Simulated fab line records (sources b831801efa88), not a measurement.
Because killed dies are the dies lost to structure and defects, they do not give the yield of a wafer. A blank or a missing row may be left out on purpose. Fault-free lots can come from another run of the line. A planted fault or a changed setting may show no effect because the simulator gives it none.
Which tool was responsible? / flow gf180mcu / Sampling: 12 lots, 36 wafers, 4 of 602 route steps

== WHAT THE GAUGES SHOWED, per wafer ==
GF_POLY_GATE_OVL_MEAS_11. Usual: POLY_GATE_OVL typically reads -2 nm, with standard deviation 5.6.
lot=L980; measured=day 9 18:11; on=overlay-02; POLY_GATE_OVL (nm)=-6 -8 -7; flag=
lot=L981; measured=day 9 22:41; on=overlay-02; POLY_GATE_OVL (nm)=-3 -8 -10; flag=
lot=L982; measured=day 10 08:41; on=overlay-01; POLY_GATE_OVL (nm)=-7 -7 -9; flag=
lot=L983; measured=day 10 11:39; on=overlay-02; POLY_GATE_OVL (nm)=-10 -6 -4; flag=
lot=L984; measured=day 10 18:32; on=overlay-02; POLY_GATE_OVL (nm)=3 4 -1; flag=
lot=L985; measured=day 10 22:02; on=overlay-02; POLY_GATE_OVL (nm)=3 4 -1; flag=
lot=L986; measured=day 11 03:14; on=overlay-02; POLY_GATE_OVL (nm)=-8 -7 -10; flag=
lot=L991; measured=day 12 17:50; on=overlay-01; POLY_GATE_OVL (nm)=-11 0 0; flag=
lot=L992; measured=day 13 02:44; on=overlay-01; POLY_GATE_OVL (nm)=-6 -7 -9; flag=
lot=L994; measured=day 13 14:20; on=overlay-01; POLY_GATE_OVL (nm)=2 8 2; flag=
lot=L996; measured=day 14 05:04; on=overlay-02; POLY_GATE_OVL (nm)=-1 -3 -3; flag=
lot=L998; measured=day 14 23:14; on=overlay-02; POLY_GATE_OVL (nm)=3 2 6; flag=

== TOOL THAT RAN EACH LOT (tool first, then ch and the chambers of the sampled wafers, then the start) ==
lot=L980; GF_STI_CMP_25=cmp-01 ch 0,1,3, day 2 09:19; GF_DNWELL_STRIP_08=plasmaAsher-01 ch 0,1, day 3 00:32; GF_VT_IMPLANT_STRIP_09=plasmaAsher-02 ch 0,1, day 5 23:01
lot=L981; GF_STI_CMP_25=cmp-02 ch 0,3, day 2 13:36; GF_DNWELL_STRIP_08=plasmaAsher-03 ch 0,1, day 3 05:23; GF_VT_IMPLANT_STRIP_09=plasmaAsher-04 ch 0,1, day 6 05:09
lot=L982; GF_STI_CMP_25=cmp-01 ch 0,2,3, day 2 18:56; GF_DNWELL_STRIP_08=plasmaAsher-03 ch 0,1, day 3 10:26; GF_VT_IMPLANT_STRIP_09=plasmaAsher-04 ch 0,1, day 6 09:11
lot=L983; GF_STI_CMP_25=cmp-02 ch 0,1,3, day 3 00:20; GF_DNWELL_STRIP_08=plasmaAsher-04 ch 0,1, day 3 16:13; GF_VT_IMPLANT_STRIP_09=plasmaAsher-04 ch 0,1, day 6 17:04
lot=L984; GF_STI_CMP_25=cmp-02 ch 0,2,3, day 3 05:14; GF_DNWELL_STRIP_08=plasmaAsher-03 ch 0,1, day 3 20:31; GF_VT_IMPLANT_STRIP_09=plasmaAsher-01 ch 0,1, day 6 21:20
lot=L985; GF_STI_CMP_25=cmp-01 ch 0,2, day 3 10:26; GF_DNWELL_STRIP_08=plasmaAsher-04 ch 0,1, day 4 01:49; GF_VT_IMPLANT_STRIP_09=plasmaAsher-02 ch 0,1, day 7 02:35
lot=L986; GF_STI_CMP_25=cmp-01 ch 0,1,3, day 3 15:12; GF_DNWELL_STRIP_08=plasmaAsher-04 ch 0,1, day 4 07:18; GF_VT_IMPLANT_STRIP_09=plasmaAsher-04 ch 0,1, day 7 08:56
lot=L991; GF_STI_CMP_25=cmp-01 ch 1,2,3, day 4 18:49; GF_DNWELL_STRIP_08=plasmaAsher-01 ch 1, day 5 11:46; GF_VT_IMPLANT_STRIP_09=plasmaAsher-04 ch 0,1, day 8 16:56
lot=L992; GF_STI_CMP_25=cmp-02 ch 1,2, day 4 21:58; GF_DNWELL_STRIP_08=plasmaAsher-03 ch 0,1, day 5 14:35; GF_VT_IMPLANT_STRIP_09=plasmaAsher-02 ch 0,1, day 8 21:38
lot=L994; GF_STI_CMP_25=cmp-02 ch 0,1,2, day 5 09:28; GF_DNWELL_STRIP_08=plasmaAsher-01 ch 0,1, day 6 03:08; GF_VT_IMPLANT_STRIP_09=plasmaAsher-04 ch 0,1, day 9 11:36
lot=L996; GF_STI_CMP_25=cmp-02 ch 0,3, day 5 17:59; GF_DNWELL_STRIP_08=plasmaAsher-01 ch 0,1, day 6 11:47; GF_VT_IMPLANT_STRIP_09=plasmaAsher-02 ch 0, day 9 21:55
lot=L998; GF_STI_CMP_25=cmp-02 ch 0,1,3, day 6 07:26; GF_DNWELL_STRIP_08=plasmaAsher-01 ch 0,1, day 7 01:01; GF_VT_IMPLANT_STRIP_09=plasmaAsher-02 ch 0,1, day 10 11:47
- GF_STI_CMP_25: polishes, stops on Si3N4, t overpolish 33 s, target thk 524.6 nm.
- GF_DNWELL_STRIP_08: strips in O2/N2.
- GF_VT_IMPLANT_STRIP_09: strips in O2/N2.

== WHAT THE TOOLS THEMSELVES READ (means of the sampled wafers that have a number; where no wafer has one, the mark that the record gives instead) ==
GF_STI_CMP_25. Usual: motorCurrentA 12.0 A, standard deviation 0.73; overpolishRunS 33.000 s, standard deviation 0.0085; timeToEndpointS 126 s, standard deviation 5.
lot=L980; tool=cmp-01; motorCurrentA (A)=11.8; overpolishRunS (s)=33.000; timeToEndpointS (s)=124; flag=
lot=L981; tool=cmp-02; motorCurrentA (A)=11.5; overpolishRunS (s)=33.001; timeToEndpointS (s)=126; flag=
lot=L982; tool=cmp-01; motorCurrentA (A)=12.3; overpolishRunS (s)=33.007; timeToEndpointS (s)=123; flag=
lot=L983; tool=cmp-02; motorCurrentA (A)=12.2; overpolishRunS (s)=32.994; timeToEndpointS (s)=129; flag=
lot=L984; tool=cmp-02; motorCurrentA (A)=11.6; overpolishRunS (s)=32.997; timeToEndpointS (s)=131; flag=
lot=L985; tool=cmp-01; motorCurrentA (A)=12.8; overpolishRunS (s)=32.997; timeToEndpointS (s)=124; flag=
lot=L986; tool=cmp-01; motorCurrentA (A)=12.0; overpolishRunS (s)=32.994; timeToEndpointS (s)=120; flag=
lot=L991; tool=cmp-01; motorCurrentA (A)=12.2; overpolishRunS (s)=32.993; timeToEndpointS (s)=126; flag=
lot=L992; tool=cmp-02; motorCurrentA (A)=12.8; overpolishRunS (s)=33.002; timeToEndpointS (s)=129; flag=
lot=L994; tool=cmp-02; motorCurrentA (A)=12.2; overpolishRunS (s)=33.002; timeToEndpointS (s)=125; flag=
lot=L996; tool=cmp-02; motorCurrentA (A)=11.8; overpolishRunS (s)=33.007; timeToEndpointS (s)=128; flag=
lot=L998; tool=cmp-02; motorCurrentA (A)=11.7; overpolishRunS (s)=33.004; timeToEndpointS (s)=123; flag=

GF_DNWELL_STRIP_08. Usual: drypumpMotorCurrentA 5.9 A, standard deviation 0.52; heaterPowerW 330 W, standard deviation 36; n2FlowSccm 300.0 sccm, standard deviation 0.94; oesProductAu 0.722 a.u., standard deviation 0.0047; platenTempC 250.02 C, standard deviation 0.19; stripTimeToEndpointS 36.95 s, standard deviation 0.085.
lot=L980; tool=plasmaAsher-01; drypumpMotorCurrentA (A)=6.3; heaterPowerW (W)=292; n2FlowSccm (sccm)=300.6; oesProductAu (a.u.)=0.722; platenTempC (C)=250.05; stripTimeToEndpointS (s)=36.95; flag=
lot=L981; tool=plasmaAsher-03; drypumpMotorCurrentA (A)=5.7; heaterPowerW (W)=343; n2FlowSccm (sccm)=300.2; oesProductAu (a.u.)=0.721; platenTempC (C)=249.98; stripTimeToEndpointS (s)=36.92; flag=
lot=L982; tool=plasmaAsher-03; drypumpMotorCurrentA (A)=5.7; heaterPowerW (W)=342; n2FlowSccm (sccm)=299.6; oesProductAu (a.u.)=0.725; platenTempC (C)=249.91; stripTimeToEndpointS (s)=36.99; flag=
lot=L983; tool=plasmaAsher-04; drypumpMotorCurrentA (A)=6.2; heaterPowerW (W)=330; n2FlowSccm (sccm)=300.3; oesProductAu (a.u.)=0.721; platenTempC (C)=250.00; stripTimeToEndpointS (s)=36.94; flag=
lot=L984; tool=plasmaAsher-03; drypumpMotorCurrentA (A)=5.5; heaterPowerW (W)=336; n2FlowSccm (sccm)=300.3; oesProductAu (a.u.)=0.719; platenTempC (C)=250.14; stripTimeToEndpointS (s)=36.99; flag=
lot=L985; tool=plasmaAsher-04; drypumpMotorCurrentA (A)=5.7; heaterPowerW (W)=320; n2FlowSccm (sccm)=299.2; oesProductAu (a.u.)=0.723; platenTempC (C)=249.96; stripTimeToEndpointS (s)=36.76; flag=
lot=L986; tool=plasmaAsher-04; drypumpMotorCurrentA (A)=5.7; heaterPowerW (W)=326; n2FlowSccm (sccm)=300.6; oesProductAu (a.u.)=0.724; platenTempC (C)=249.90; stripTimeToEndpointS (s)=37.05; flag=
lot=L991; tool=plasmaAsher-01; drypumpMotorCurrentA (A)=5.8; heaterPowerW (W)=375; n2FlowSccm (sccm)=299.3; oesProductAu (a.u.)=0.721; platenTempC (C)=250.16; stripTimeToEndpointS (s)=36.91; flag=
lot=L992; tool=plasmaAsher-03; drypumpMotorCurrentA (A)=5.5; heaterPowerW (W)=343; n2FlowSccm (sccm)=299.5; oesProductAu (a.u.)=0.724; platenTempC (C)=250.22; stripTimeToEndpointS (s)=36.83; flag=
lot=L994; tool=plasmaAsher-01; drypumpMotorCurrentA (A)=6.1; heaterPowerW (W)=336; n2FlowSccm (sccm)=300.3; oesProductAu (a.u.)=0.720; platenTempC (C)=249.80; stripTimeToEndpointS (s)=37.04; flag=
lot=L996; tool=plasmaAsher-01; drypumpMotorCurrentA (A)=6.1; heaterPowerW (W)=316; n2FlowSccm (sccm)=300.9; oesProductAu (a.u.)=0.656; platenTempC (C)=242.00; stripTimeToEndpointS (s)=42.85; flag=OFF
lot=L998; tool=plasmaAsher-01; drypumpMotorCurrentA (A)=6.0; heaterPowerW (W)=312; n2FlowSccm (sccm)=299.8; oesProductAu (a.u.)=0.656; platenTempC (C)=241.97; stripTimeToEndpointS (s)=43.08; flag=OFF

GF_VT_IMPLANT_STRIP_09. Usual: drypumpMotorCurrentA 5.9 A, standard deviation 0.63; heaterPowerW 340 W, standard deviation 38; n2FlowSccm 300.2 sccm, standard deviation 0.91; oesProductAu 0.716 a.u., standard deviation 0.0048; platenTempC 250.03 C, standard deviation 0.17; stripTimeToEndpointS 12.609 s, standard deviation 0.03.
lot=L980; tool=plasmaAsher-02; drypumpMotorCurrentA (A)=5.4; heaterPowerW (W)=362; n2FlowSccm (sccm)=299.0; oesProductAu (a.u.)=0.720; platenTempC (C)=250.15; stripTimeToEndpointS (s)=12.575; flag=
lot=L981; tool=plasmaAsher-04; drypumpMotorCurrentA (A)=6.3; heaterPowerW (W)=324; n2FlowSccm (sccm)=300.5; oesProductAu (a.u.)=0.718; platenTempC (C)=250.02; stripTimeToEndpointS (s)=12.629; flag=
lot=L982; tool=plasmaAsher-04; drypumpMotorCurrentA (A)=6.2; heaterPowerW (W)=328; n2FlowSccm (sccm)=300.9; oesProductAu (a.u.)=0.718; platenTempC (C)=249.88; stripTimeToEndpointS (s)=12.587; flag=
lot=L983; tool=plasmaAsher-04; drypumpMotorCurrentA (A)=5.8; heaterPowerW (W)=319; n2FlowSccm (sccm)=300.0; oesProductAu (a.u.)=0.716; platenTempC (C)=250.03; stripTimeToEndpointS (s)=12.656; flag=
lot=L984; tool=plasmaAsher-01; drypumpMotorCurrentA (A)=6.1; heaterPowerW (W)=336; n2FlowSccm (sccm)=300.5; oesProductAu (a.u.)=0.716; platenTempC (C)=250.06; stripTimeToEndpointS (s)=12.593; flag=
lot=L985; tool=plasmaAsher-02; drypumpMotorCurrentA (A)=5.8; heaterPowerW (W)=372; n2FlowSccm (sccm)=300.1; oesProductAu (a.u.)=0.717; platenTempC (C)=250.08; stripTimeToEndpointS (s)=12.595; flag=
lot=L986; tool=plasmaAsher-04; drypumpMotorCurrentA (A)=5.8; heaterPowerW (W)=326; n2FlowSccm (sccm)=300.2; oesProductAu (a.u.)=0.714; platenTempC (C)=249.91; stripTimeToEndpointS (s)=12.640; flag=
lot=L991; tool=plasmaAsher-04; drypumpMotorCurrentA (A)=6.2; heaterPowerW (W)=325; n2FlowSccm (sccm)=300.2; oesProductAu (a.u.)=0.717; platenTempC (C)=249.96; stripTimeToEndpointS (s)=12.617; flag=
lot=L992; tool=plasmaAsher-02; drypumpMotorCurrentA (A)=5.8; heaterPowerW (W)=371; n2FlowSccm (sccm)=299.4; oesProductAu (a.u.)=0.716; platenTempC (C)=249.93; stripTimeToEndpointS (s)=12.649; flag=
lot=L994; tool=plasmaAsher-04; drypumpMotorCurrentA (A)=6.3; heaterPowerW (W)=329; n2FlowSccm (sccm)=300.2; oesProductAu (a.u.)=0.716; platenTempC (C)=250.24; stripTimeToEndpointS (s)=12.577; flag=
lot=L996; tool=plasmaAsher-02; drypumpMotorCurrentA (A)=5.0; heaterPowerW (W)=350; n2FlowSccm (sccm)=301.2; oesProductAu (a.u.)=0.717; platenTempC (C)=249.95; stripTimeToEndpointS (s)=12.630; flag=
lot=L998; tool=plasmaAsher-02; drypumpMotorCurrentA (A)=5.8; heaterPowerW (W)=369; n2FlowSccm (sccm)=299.8; oesProductAu (a.u.)=0.712; platenTempC (C)=249.84; stripTimeToEndpointS (s)=12.562; flag=

== THE ANSWER, worked out from the rows above alone ==
Rule: a lot counts as off when the mean over its wafers that have a number is more than 3 standard deviations away from the usual mean. A lot without any number at a reading at which 4 lots or more have one is off too. All remaining lots with rows at the step are treated as sound. The gauges are gone through in route order, then the tools' own readings, and for those a lot's mean is taken as printed above. At the first step where some lot is off, the reading lying furthest off is the one used; lots without a number count as furthest.
Off at GF_DNWELL_STRIP_08 (stripTimeToEndpointS): L996, L998.
If a tool, at that step or one of the process steps before it, ran each lot that is off and ran no sound lot following the first of them, it fits. Undecided on this evidence; 2 tools fit (cmp-02 at GF_STI_CMP_25, plasmaAsher-01 at GF_DNWELL_STRIP_08).

== WHAT HAD BEEN PUT IN BY THE SIMULATOR ==
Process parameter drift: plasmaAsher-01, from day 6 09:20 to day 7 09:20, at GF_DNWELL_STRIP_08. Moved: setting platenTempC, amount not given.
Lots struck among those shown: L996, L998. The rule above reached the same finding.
